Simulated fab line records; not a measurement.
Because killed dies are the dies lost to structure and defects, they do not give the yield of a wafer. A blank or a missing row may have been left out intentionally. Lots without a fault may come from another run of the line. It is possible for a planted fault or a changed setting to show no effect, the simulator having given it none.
Matching of chambers || flow sky130 || cmp-02 running SKY_VIA2_CMP_02: 4 sister chambers
The step polishes SiO2. 4 wafers are shown with their chamber, then 8 later ones without.

## WAFERS WITH THEIR CHAMBER
{"wafer": "L841.2", "chamber": 1, "motorCurrentA (A)": 11.5}
{"wafer": "L841.4", "chamber": 2, "motorCurrentA (A)": 14.3}
{"wafer": "L841.5", "chamber": 0, "motorCurrentA (A)": 10.7}
{"wafer": "L856.1", "chamber": 3, "motorCurrentA (A)": 12.5}

## WAFERS WITH NO CHAMBER GIVEN
{"wafer": "L856.3", "motorCurrentA (A)": 14.8}
{"wafer": "L856.4", "motorCurrentA (A)": 11.8}
{"wafer": "L857.4", "motorCurrentA (A)": 12.6}
{"wafer": "L857.5", "motorCurrentA (A)": 10.7}
{"wafer": "L857.6", "motorCurrentA (A)": 11.2}
{"wafer": "L859.1", "motorCurrentA (A)": 13.0}
{"wafer": "L859.4", "motorCurrentA (A)": 11.6}
{"wafer": "L859.6", "motorCurrentA (A)": 12.0}

## THE CHAMBER EACH PASSED THROUGH
{"wafer": "L856.3", "from the rows above": 2, "in truth": 2}
{"wafer": "L856.4", "from the rows above": "can't be placed: 1 or 3", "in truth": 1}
{"wafer": "L857.4", "from the rows above": 3, "in truth": 3}
{"wafer": "L857.5", "from the rows above": 0, "in truth": 0}
{"wafer": "L857.6", "from the rows above": "can't be placed: 1 or 0", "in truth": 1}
{"wafer": "L859.1", "from the rows above": 3, "in truth": 3}
{"wafer": "L859.4", "from the rows above": 1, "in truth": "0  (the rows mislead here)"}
{"wafer": "L859.6", "from the rows above": "can't be placed: 1 or 3", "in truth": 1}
Correctly placed: 4 of 8. These rows do not allow placing 3 (true chamber among the candidates in 3). Wrongly placed: 1.
How it was worked out, from the rows above alone: a wafer's distance from a chamber is the root of the sum, over the readings, of the square of ((its reading less the chamber's mean) divided by the reading's scatter). The wafer belongs to the nearest chamber; if the next one is less than 2 further off, it can't be placed. The mean given for a chamber averages the wafers shown for that chamber. The scatter: root of mean squared gap, hidden wafer to nearest shown wafer, with one shown wafer a chamber.
